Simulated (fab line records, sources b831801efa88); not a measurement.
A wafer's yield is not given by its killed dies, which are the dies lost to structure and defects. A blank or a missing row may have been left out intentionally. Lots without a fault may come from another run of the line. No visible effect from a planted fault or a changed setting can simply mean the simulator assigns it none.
fab line records | flow sky130
record: lots: 7 wafers: 21 lastDay: 50
route steps=708 shown PASSIVATION@685 PAD_OPEN@694
lots that met no fault: from a run of the same line without faults
startH: the number of hours between the record's first day and the start of the first shown wafer of the lot | waitH: hours from the lot's prior step to this one | " the same as in the row above | L1.1+2: several wafers, shown together as one row | - no value, or no start was given | * or withheld: withheld | < > ~ a bound
route shown NAME@n: a module of which the file shows steps, and the number in the route of the first | usual: mean/standard deviation taken from wafers without a fault | same: alike in all rows | chamber/n: place in a boat | sites: each site's reading | _std_site: the standard deviation of these | _edge_site: outer sites' mean less inner sites' | radiusMm: how far each site lies from the wafer's centre | mask NAME#n: copy n | behind: the tool/chamber that last shaped the wafer | hold: why the lot went on hold/how many hours it stayed there/how the hold came to an end | device: the n, p or np transistor that did not switch | end of line: the tests these same wafers got at the end of their route | step lacking rows: just its recipe | killed: the dies lost at the first sort to structure and to defects; this is not the yield of the wafer | map: per-die view of a wafer (x killed, . not killed, _ where there is no die)
set.NAME: setting as actually run; set.NAME@STEP: the setting as run at that earlier step | model.NAME: the simulator's own value behind a step, which no gauge read
a table for each step, a row for each wafer; lots at some steps of the route
services: when a tool's chamber went out of use (startH, in hours from the record's first day, below 0 if earlier), for how many hours, and the reason
== steps ==
step: SKY_PASSIVATION_DEHYDRATE_04
recipe: tempC: 200 timeS: 60
step: SKY_PASSIVATION_HMDS_05
recipe: primeTimeS: 60 primeTempC: 120
step: SKY_PASSIVATION_COAT_06
recipe: spinRpm: 2000 resistThkNm: 3000
step: SKY_PASSIVATION_SOFTBAKE_07
recipe: tempC: 110 timeS: withheld
step: SKY_PASSIVATION_EXPOSE_08
recipe: maskId: NSM targetCdNm: 3000 na: 0.57 doseMj: 260
step: SKY_PASSIVATION_PEB_09
recipe: tempC: 115 timeS: withheld
step: SKY_PASSIVATION_DEVELOP_10
recipe: developTimeS: 60 devTempC: 23
step: SKY_PASSIVATION_ETCH_11
recipe: chemistry: CF4/O2 targetDepthNm: 725 stopOn: AlCu sourceW: 800 biasW: 150 pressureMtorr: 150 cf4FlowSccm: 80 O2_flow_sccm: 10 timeS: 161.1
usual: drypumpMotorCurrentA: 5.6/0.38 oesProductAu: 0.977/0.0068 throttleValvePct: 5.963/0.0087
same: timeS: 161.1
columns lot.wafer tool chamber startH waitH drypumpMotorCurrentA oesProductAu rfHoursCounterH throttleValvePct
L658.1 rieDiel-02 0 1060.51 - 6.0 0.974 17 5.962
L658.2 " 1 " " 5.9 0.982 5 5.943
L658.3 " 3 " " 6.0 0.964 9 5.954
L660.1 rieDiel-04 2 1073.22 - 5.6 0.968 21 5.973
L660.2 " 3 " " 4.7 0.965 7 5.966
L660.3 " 0 " " 5.7 0.978 15 5.946
L663.2 rieDiel-02 3 1096.02 - 6.0 0.980 10 5.958
L663.3 " 2 " " 5.8 0.988 17 5.974
L663.6 " 3 " " 6.0 0.990 - 5.955
L674.1 rieDiel-04 1 1160.38 - 5.7 0.983 21 5.963
L674.4 " 0 " " 5.7 0.985 18 5.958
L674.6 " 2 " " 5.7 0.983 - 5.955
L675.1 rieDiel-02 0 1161.77 - 5.9 0.980 20 5.952
L675.3 " 3 " " 6.0 0.984 12 5.964
L675.6 " 0 " " 6.0 0.976 - 5.963
L678.2 rieDiel-04 1 1166.82 - 5.7 0.972 21 5.951
L678.3 " 0 " " 5.7 0.980 19 5.963
L678.4 " 2 " " 5.6 0.974 25 5.959
L680.2 rieDiel-02 1 1191.02 - 5.9 0.978 10 5.979
L680.3 " 2 " " 5.8 0.988 21 5.978
L680.6 " 3 " " 6.0 0.978 - 5.975
step: SKY_PASSIVATION_STRIP_12
recipe: chemistry: O2/N2 powerW: 1400 pressureMtorr: 1500 platenTempC: withheld overashFraction: 0.7 o2FlowSccm: 3000 n2FlowSccm: 300
usual: drypumpMotorCurrentA: 5.8/0.44 oesProductAu: 0.660/0.0045 stripTimeToEndpointS: 31.53/0.13
columns lot.wafer tool chamber startH waitH drypumpMotorCurrentA oesProductAu rfHoursCounterH stripTimeToEndpointS
L658.1 plasmaAsher-04 1 1060.62 0.1 5.6 0.658 94 31.59
L658.2 " 0 " " 5.1 0.662 94 31.55
L658.3 " 0 " " 5.1 0.657 - 31.64
L660.1 plasmaAsher-04 0 1073.32 0.1 5.1 0.659 95 31.71
L660.2 " 1 " " 5.6 0.662 95 31.61
L660.3 " 0 " " 5.1 0.659 - 31.55
L663.2 plasmaAsher-01 0 1096.12 0.1 6.3 0.664 66 31.48
L663.3 " 1 " " 5.6 0.660 - 31.40
L663.6 " 1 " " 5.6 0.673 - 31.49
L674.1 plasmaAsher-04 1 1160.49 0.1 5.6 0.666 104 31.55
L674.4 " 0 " " 5.0 0.664 - 31.71
L674.6 " 0 " " 5.0 0.653 - 31.56
L675.1 plasmaAsher-01 1 1161.87 0.1 5.6 0.659 72 31.27
L675.3 " 0 " " 6.3 0.669 - 31.38
L675.6 " 0 " " 6.3 0.661 - 31.25
L678.2 plasmaAsher-01 1 1166.92 0.1 5.6 0.663 73 31.64
L678.3 " 1 " " 5.6 0.671 - 31.60
L678.4 " 0 " " 6.3 0.662 - 31.82
L680.2 plasmaAsher-02 1 1191.12 0.1 6.2 0.660 11 31.46
L680.3 " 1 " " 6.2 0.665 - 31.66
L680.6 " 0 " " 6.1 0.658 - 31.68
step: SKY_PAD_OPEN_DEHYDRATE_00
recipe: tempC: 200 timeS: 60
step: SKY_PAD_OPEN_HMDS_01
recipe: primeTimeS: 60 primeTempC: 120
step: SKY_PAD_OPEN_COAT_02
recipe: spinRpm: 2000 resistThkNm: 2966
step: SKY_PAD_OPEN_SOFTBAKE_03
recipe: tempC: 110 timeS: withheld
usual: heaterPowerTotalW: 65.32/0.14 plateTempC: 109.99/0.13
columns lot.wafer tool chamber startH waitH heaterPowerTotalW plateTempC model.coat_of_PAD_OPEN_COAT_02.thkNm
L658.1 lithoTrack-04 0 1071.42 0.1 65.39 109.84 2960
L658.2 " 0 " " 65.40 109.93 2959
L658.3 " 0 " " 65.29 110.03 2950
L660.1 lithoTrack-02 0 1082.91 0.1 65.27 110.00 2965
L660.2 " 0 " " 65.36 109.91 2962
L660.3 " 0 " " 65.17 109.97 2954
L663.2 lithoTrack-03 0 1103.57 0.1 65.10 109.92 2964
L663.3 " 0 " " 65.19 110.20 2951
L663.6 " 0 " " 65.16 110.07 2952
L674.1 lithoTrack-02 0 1168.22 0.1 69.71 115.54 2934
L674.4 " 0 " " 69.84 115.51 2920
L674.6 " 0 " " 69.66 115.51 2931
L675.1 lithoTrack-02 0 1170.27 0.1 69.70 115.46 2925
L675.3 " 0 " " 69.75 115.61 2918
L675.6 " 0 " " 69.95 115.72 2918
L678.2 lithoTrack-02 0 1176.00 0.1 69.81 115.60 2937
L678.3 " 0 " " 69.65 115.72 2932
L678.4 " 0 " " 69.69 115.64 2932
L680.2 lithoTrack-04 0 1198.30 0.1 65.52 110.05 2967
L680.3 " 0 " " 65.32 110.06 2968
L680.6 " 0 " " 65.50 109.94 2967
step: SKY_PAD_OPEN_EXPOSE_04
recipe: maskId: PDM targetCdNm: 60000 na: 0.57 doseMj: 260
step: SKY_PAD_OPEN_PEB_05
recipe: tempC: 115 timeS: withheld
step: SKY_PAD_OPEN_DEVELOP_06
recipe: developTimeS: 60 devTempC: 23
columns lot.wafer tool chamber startH waitH model.coat_of_PAD_OPEN_COAT_02.thkNm
L658.1 lithoTrack-02 0 - - 2959
L658.2 " 0 " " 2958
L658.3 " 0 " " 2949
L660.1 lithoTrack-03 0 - - 2964
L660.2 " 0 " " 2961
L660.3 " 0 " " 2953
L663.2 lithoTrack-04 0 - - 2963
L663.3 " 0 " " 2950
L663.6 " 0 " " 2951
L674.1 lithoTrack-02 0 - - 2932
L674.4 " 0 " " 2919
L674.6 " 0 " " 2930
L675.1 lithoTrack-04 0 - - 2924
L675.3+6 " 0 " " 2917
L678.2 lithoTrack-02 0 - - 2936
L678.3+4 " 0 " " 2931
L680.2+6 lithoTrack-03 0 - - 2966
L680.3 " 0 " " 2967
step: SKY_PAD_OPEN_ETCH_07
recipe: chemistry: CF4/O2 targetDepthNm: 725 stopOn: AlCu sourceW: 800 biasW: 150 pressureMtorr: 150 cf4FlowSccm: 80 O2_flow_sccm: 10 timeS: 161.1
usual: drypumpMotorCurrentA: 5.6/0.47 oesProductAu: 0.977/0.0068 throttleValvePct: 5.964/0.0097
same: timeS: 161.1
columns lot.wafer tool chamber startH waitH drypumpMotorCurrentA oesProductAu rfHoursCounterH throttleValvePct
L658.1 rieDiel-04 3 1080.96 - 4.7 0.970 7 5.965
L658.2 " 2 " " 5.6 0.971 21 5.956
L658.3 " 1 " " 5.8 0.972 18 5.950
L660.1 rieDiel-01 2 1092.98 - 6.4 0.969 4 5.975
L660.2 " 1 " " 6.4 0.965 16 5.948
L660.3 " 3 " " 6.0 0.971 22 5.960
L663.2 rieDiel-01 1 1114.67 - 6.4 0.977 16 5.961
L663.3 " 0 " " 5.4 0.991 13 5.977
L663.6 " 0 " " 5.4 0.979 - 5.955
L674.1 rieDiel-03 1 1177.52 - 5.0 0.972 17 5.969
L674.4 " 3 " " 5.2 0.982 21 5.966
L674.6 " 2 " " 5.5 0.981 - 5.964
L675.1 rieDiel-01 1 1178.97 - 6.4 0.969 19 5.975
L675.3 " 0 " " 5.4 0.976 - 5.941
L675.6 " 0 " " 5.4 0.979 - 5.981
L678.2 rieDiel-01 3 1184.32 - 6.0 0.970 25 5.979
L678.3 " 0 " " 5.4 0.974 17 5.975
L678.4 " 3 " " 6.0 0.997 - 5.954
L680.2 rieDiel-04 0 1205.64 - 5.7 0.981 20 5.973
L680.3 " 2 " " 5.6 0.979 26 5.961
L680.6 " 3 " " 4.7 0.972 - 5.959
step: SKY_PAD_OPEN_STRIP_08
recipe: chemistry: O2/N2 powerW: 1400 pressureMtorr: 1500 platenTempC: withheld overashFraction: 0.7 o2FlowSccm: 3000 n2FlowSccm: 300
usual: drypumpMotorCurrentA: 5.8/0.48 oesProductAu: 0.662/0.0048 stripTimeToEndpointS: 36.66/0.1
columns lot.wafer tool chamber startH waitH drypumpMotorCurrentA oesProductAu rfHoursCounterH stripTimeToEndpointS
L658.1 plasmaAsher-04 1 1081.07 0.1 5.6 0.666 96 36.59
L658.2 " 0 " " 5.1 0.667 96 36.57
L658.3 " 1 " " 5.6 0.675 - 36.51
L660.1 plasmaAsher-04 1 1093.09 0.1 5.6 0.662 98 36.63
L660.2 " 0 " " 5.1 0.668 98 36.61
L660.3 " 1 " " 5.6 0.652 - 36.51
L663.2 plasmaAsher-04 0 1114.77 0.1 5.1 0.660 100 36.63
L663.3 " 0 " " 5.1 0.658 - 36.54
L663.6 " 1 " " 5.6 0.662 - 36.47
L674.1 plasmaAsher-04 1 1177.62 0.1 5.6 0.667 106 36.31
L674.4 " 0 " " 5.1 0.662 - 36.14
L674.6 " 1 " " 5.6 0.668 - 36.28
L675.1 plasmaAsher-02 0 1179.13 0.1 6.1 0.662 9 36.22
L675.3 " 1 " " 6.2 0.660 - 36.13
L675.6 " 0 " " 6.1 0.663 - 36.12
L678.2 plasmaAsher-02 0 1184.42 0.1 6.1 0.660 10 36.35
L678.3 " 1 " " 6.2 0.658 - 36.27
L678.4 " 0 " " 6.1 0.669 - 36.28
L680.2 plasmaAsher-04 1 1205.74 0.1 5.6 0.675 109 36.67
L680.3 " 0 " " 5.1 0.660 - 36.68
L680.6 " 1 " " 5.6 0.670 - 36.67
step: SKY_PAD_OPEN_STRIP_09
recipe: chemistry: postEtchResidueRemover timeS: 1200 tempC: 72.5
step: SKY_PAD_OPEN_PROBE_99
usual: defectLimitedYield: 82.1/1.8 killed_at_M0_to_M3: 45/6.9 killed_at_M4_up: 3.2/1.8 killedAtContacts: 25/5.3 killedAtFrontEnd: 16/4.3 killedAtOther: 0.2/0.52 killedDies: 88/8.7 killedOnRim: 18/3.6 killedOpen: 48/6.5 killedShort: 40/6 sort_bin_3_pad_short: 0.9/0.4 sort_bin_5_function: 10.8/1.5 sort_bin_6_memory: 6.3/1 sortNPass: 404/8.7 sortYieldPct: 82.1/1.8
same: grossDies: 492 killedAtBackSide: 0 sort_bin_4_leakage[%]: 0 sort_bin_8_speed[%]: 0
columns lot.wafer tool chamber startH waitH defectLimitedYield[%] killed_at_M0_to_M3 killed_at_M4_up killedAtContacts killedAtFrontEnd killedAtOther killedDies killedOnRim killedOpen killedShort sort_bin_3_pad_short[%] sort_bin_5_function[%] sort_bin_6_memory[%] sortNPass sortYieldPct[%]
L658.1 prober-02 - 1083.28 0.1 83.7 41 4 23 12 0 80 16 45 35 0.4 8.7 7.1 412 83.7
L658.2 prober-02 - 1083.33 0.1 82.1 52 1 25 9 1 88 19 49 38 0.6 11.0 6.3 404 82.1
L658.3 prober-02 - 1083.38 0.2 84.1 31 3 26 18 0 78 17 43 34 0.6 9.6 5.7 414 84.1
L660.1 prober-02 - 1095.32 0.1 79.9 58 1 24 16 0 99 25 53 46 1.8 10.8 7.5 393 79.9
L660.2 prober-02 - 1095.37 0.1 83.5 47 6 15 13 0 81 18 44 37 0.4 8.1 7.9 411 83.5
L660.3 prober-02 - 1095.42 0.2 81.9 45 2 23 19 0 89 14 48 41 1.4 10.6 6.1 403 81.9
L663.2 prober-01 - 1117.07 0.1 78.7 53 4 31 16 1 105 21 53 51 0.8 13.4 7.1 387 78.7
L663.3 prober-01 - 1117.12 0.2 79.3 49 3 22 28 0 102 26 46 55 0.8 14.2 5.7 390 79.3
L663.6 prober-01 - 1117.27 0.2 81.3 49 2 29 12 0 92 22 42 50 0.8 10.8 7.1 400 81.3
L674.1 prober-02 - 1179.83 0.1 82.5 39 2 24 20 1 86 13 47 39 1.0 10.2 6.3 406 82.5
L674.4 prober-02 - 1179.98 0.2 80.3 46 4 30 17 0 97 15 59 38 1.2 10.2 8.3 395 80.3
L674.6 prober-02 - 1180.08 0.2 78.7 48 2 25 30 0 105 16 60 45 0 11.2 10.2 387 78.7
L675.1 prober-01 - 1181.34 0.1 81.3 44 8 25 15 0 92 13 50 41 1.0 13.6 4.1 400 81.3
L675.3 prober-01 - 1181.44 0.2 81.3 49 1 27 15 0 92 10 46 46 1.2 12.2 5.3 400 81.3
L675.6 prober-01 - 1181.59 0.2 80.7 66 4 16 9 0 95 18 47 48 1.2 12.4 5.7 397 80.7
L678.2 prober-02 - 1187.06 0.1 83.9 31 5 27 16 0 79 10 43 36 0 10.6 5.5 413 83.9
L678.3 prober-02 - 1187.11 0.2 81.1 55 1 24 13 0 93 16 57 36 1.0 11.8 6.1 399 81.1
L678.4 prober-02 - 1187.16 0.2 81.7 48 2 26 14 0 90 22 45 45 0.8 11.0 6.5 402 81.7
L680.2 prober-01 - 1208.01 0.1 85.8 29 1 25 15 0 70 17 42 28 0.6 8.1 5.5 422 85.8
L680.3 prober-01 - 1208.06 0.2 81.9 45 0 29 15 0 89 18 46 43 1.6 12.2 4.3 403 81.9
L680.6 prober-01 - 1208.21 0.2 80.7 46 1 36 12 0 95 18 58 37 0.8 12.0 6.5 397 80.7
killed by level:class
L658.1 CONTACT:geometricParticle:short=9 VIA1:geometricParticle:open=8 VIA3:geometricParticle:open=8 LI_CONTACT:geometricParticle:open=6 CONTACT:geometricParticle:open=6 VIA2:geometricParticle:open=5 POLY_GATE:geometricParticle:open=4 METAL1:geometricParticle:short=4
L658.2 VIA2:geometricParticle:open=13 VIA1:geometricParticle:open=12 LI_CONTACT:geometricParticle:open=7 CONTACT:geometricParticle:open=7 LOCAL_INTERCONNECT:geometricParticle:short=5 METAL3:geometricParticle:short=5 VIA3:geometricParticle:short=5 METAL1:geometricParticle:short=4
L658.3 CONTACT:geometricParticle:open=8 LI_CONTACT:geometricParticle:open=7 VIA1:geometricParticle:open=6 FIELD_ISO:geometricParticle:open=5 FIELD_ISO:geometricParticle:short=5 VIA2:geometricParticle:open=4 METAL1:geometricParticle:short=4 LI_CONTACT:geometricParticle:short=4
L660.1 VIA2:geometricParticle:open=13 VIA1:geometricParticle:open=12 CONTACT:geometricParticle:open=7 CONTACT:geometricParticle:short=7 VIA1:geometricParticle:short=7 POLY_GATE:geometricParticle:short=6 METAL1:geometricParticle:short=6 POLY_GATE:geometricParticle:open=5
L660.2 VIA1:geometricParticle:open=13 VIA2:geometricParticle:open=9 VIA3:geometricParticle:open=7 POLY_GATE:geometricParticle:short=6 LI_CONTACT:geometricParticle:open=5 VIA1:geometricParticle:short=5 FIELD_ISO:geometricParticle:open=4 METAL1:geometricParticle:short=4
L660.3 LI_CONTACT:geometricParticle:open=9 VIA1:geometricParticle:open=8 VIA3:geometricParticle:open=8 FIELD_ISO:geometricParticle:short=6 CONTACT:geometricParticle:open=6 METAL2:geometricParticle:short=6 VIA2:geometricParticle:open=6 POLY_GATE:geometricParticle:short=5
L663.2 VIA1:geometricParticle:open=12 CONTACT:geometricParticle:open=9 METAL1:geometricParticle:short=9 LI_CONTACT:geometricParticle:short=8 VIA2:geometricParticle:open=8 LI_CONTACT:geometricParticle:open=8 METAL2:geometricParticle:short=7 FIELD_ISO:geometricParticle:open=5
L663.3 FIELD_ISO:geometricParticle:open=9 METAL2:geometricParticle:short=8 METAL1:geometricParticle:short=7 VIA1:geometricParticle:open=7 FIELD_ISO:geometricParticle:short=6 LI_CONTACT:geometricParticle:short=6 LI_CONTACT:geometricParticle:open=6 VIA2:geometricParticle:open=6
L663.6 VIA1:geometricParticle:open=9 LI_CONTACT:geometricParticle:open=7 LOCAL_INTERCONNECT:geometricParticle:short=7 METAL1:geometricParticle:short=7 VIA2:geometricParticle:open=7 CONTACT:geometricParticle:short=6 CONTACT:geometricParticle:open=6 VIA1:geometricParticle:short=6
L674.1 LI_CONTACT:geometricParticle:open=9 POLY_GATE:geometricParticle:short=7 CONTACT:geometricParticle:open=7 VIA1:geometricParticle:open=7 POLY_GATE:geometricParticle:open=6 VIA3:geometricParticle:short=6 LOCAL_INTERCONNECT:geometricParticle:short=5 VIA1:geometricParticle:short=5
L674.4 VIA1:geometricParticle:open=13 CONTACT:geometricParticle:open=11 LI_CONTACT:geometricParticle:open=9 VIA2:geometricParticle:open=9 POLY_GATE:geometricParticle:short=6 POLY_GATE:geometricParticle:open=6 METAL2:geometricParticle:short=5 CONTACT:geometricParticle:short=5
L674.6 CONTACT:geometricParticle:open=11 VIA1:geometricParticle:open=10 POLY_GATE:geometricParticle:open=9 POLY_GATE:geometricParticle:short=9 VIA3:geometricParticle:open=9 LI_CONTACT:geometricParticle:open=7 VIA1:geometricParticle:short=6 METAL2:geometricParticle:short=6
L675.1 CONTACT:geometricParticle:open=12 VIA3:geometricParticle:open=7 VIA1:geometricParticle:open=7 VIA3:geometricParticle:short=7 LI_CONTACT:geometricParticle:open=6 METAL2:geometricParticle:short=6 POLY_GATE:geometricParticle:open=5 METAL4:geometricParticle:short=5
L675.3 METAL1:geometricParticle:short=9 VIA1:geometricParticle:open=8 LI_CONTACT:geometricParticle:open=7 LOCAL_INTERCONNECT:geometricParticle:short=6 CONTACT:geometricParticle:open=6 VIA2:geometricParticle:open=6 FIELD_ISO:geometricParticle:short=5 VIA1:geometricParticle:short=5
L675.6 VIA3:geometricParticle:open=13 VIA1:geometricParticle:open=9 METAL2:geometricParticle:short=7 METAL1:geometricParticle:short=7 CONTACT:geometricParticle:open=6 VIA2:geometricParticle:short=6 VIA1:geometricParticle:short=6 VIA3:geometricParticle:short=6
L678.2 CONTACT:geometricParticle:open=13 VIA1:geometricParticle:open=9 LI_CONTACT:geometricParticle:open=6 FIELD_ISO:geometricParticle:short=5 METAL1:geometricParticle:short=5 METAL4:geometricParticle:short=5 METAL2:geometricParticle:short=5 VIA1:geometricParticle:short=4
L678.3 VIA1:geometricParticle:open=17 CONTACT:geometricParticle:open=11 VIA1:geometricParticle:short=8 VIA2:geometricParticle:open=7 LI_CONTACT:geometricParticle:open=5 METAL1:geometricParticle:short=5 METAL2:geometricParticle:short=5 VIA2:geometricParticle:short=5
L678.4 METAL2:geometricParticle:short=11 CONTACT:geometricParticle:open=11 VIA1:geometricParticle:short=10 LI_CONTACT:geometricParticle:open=7 VIA1:geometricParticle:open=6 VIA3:geometricParticle:open=6 METAL1:geometricParticle:short=5 VIA2:geometricParticle:open=5
L680.2 CONTACT:geometricParticle:open=10 VIA1:geometricParticle:open=10 LOCAL_INTERCONNECT:geometricParticle:short=5 FIELD_ISO:geometricParticle:open=4 LI_CONTACT:geometricParticle:open=4 VIA2:geometricParticle:open=4 FIELD_ISO:geometricParticle:short=3 CONTACT:geometricParticle:short=3
L680.3 VIA1:geometricParticle:open=10 LI_CONTACT:geometricParticle:open=8 CONTACT:geometricParticle:open=7 VIA3:geometricParticle:open=7 LI_CONTACT:geometricParticle:short=6 METAL3:geometricParticle:short=6 FIELD_ISO:geometricParticle:short=4 VIA2:geometricParticle:open=4
L680.6 VIA1:geometricParticle:open=12 LI_CONTACT:geometricParticle:open=11 LOCAL_INTERCONNECT:geometricParticle:short=9 VIA3:geometricParticle:open=8 CONTACT:geometricParticle:open=8 VIA2:geometricParticle:open=6 POLY_GATE:geometricParticle:open=5 METAL3:geometricParticle:short=4
== services ==
columns tool chamber startH hours kind
rieDiel-03 0 1036.78 6.0 repair
rieDiel-03 - 1043.91 0.7 repair
rieDiel-01 - 1054.68 15.6 pm
plasmaAsher-02 - 1055.31 9.0 pm
plasmaAsher-02 0 1055.31 9.0 ventCycle
rieDiel-02 2 1064.13 11.9 repair
plasmaAsher-02 - 1073.01 15.6 pm
rieDiel-04 0 1075.51 7.5 repair
rieDiel-03 3 1085.24 10.0 repair
rieDiel-02 0 1090.73 11.2 repair
plasmaAsher-01 - 1091.74 1.8 repair
rieDiel-03 - 1094.25 14.6 pm
plasmaAsher-01 - 1108.89 2.8 pm
rieDiel-04 3 1112.92 9.6 repair
rieDiel-02 3 1115.70 2.8 repair
rieDiel-04 3 1124.31 5.6 repair
rieDiel-01 2 1139.96 45.6 repair
rieDiel-03 0 1144.17 9.6 repair
rieDiel-01 3 1149.26 6.2 repair
rieDiel-01 1 1154.00 1.8 repair
rieDiel-03 0 1156.58 11.0 repair
rieDiel-01 3 1177.03 2.9 repair
rieDiel-01 0 1186.59 3.4 repair
rieDiel-02 3 1197.33 6.6 repair
== key ==
firstSign: step: SKY_PAD_OPEN_SOFTBAKE_03 reading: plateTempC direction: up sigmas: 43 usual: * struck: *
effect: step: SKY_PAD_OPEN_SOFTBAKE_03 reading: heaterPowerTotalW direction: up sigmas: 33 usual: * struck: *
effect: step: SKY_PAD_OPEN_STRIP_08 reading: stripTimeToEndpointS direction: down sigmas: 4.2 usual: * struck: *
modelEffect: step: SKY_PAD_OPEN_SOFTBAKE_03 value: coat_of_PAD_OPEN_COAT_02.thkNm without: 2972 struck: 2927
modelEffect: step: SKY_PAD_OPEN_DEVELOP_06 value: coat_of_PAD_OPEN_COAT_02.thkNm without: 2970 struck: 2926
metAt SKY_PAD_OPEN_SOFTBAKE_03
struckWafers L674.1,L674.4,L674.6,L675.1,L675.3,L675.6,L678.2,L678.3,L678.4
onsetBetween 1082.91 1168.22
fault: kind: processParameterDrift tool: lithoTrack-02 chamber: - onsetH: 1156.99 steps: SKY_PAD_OPEN_SOFTBAKE_03 channel: tempC offset: * shape: step endH: 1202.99 actsIn: * stated: *
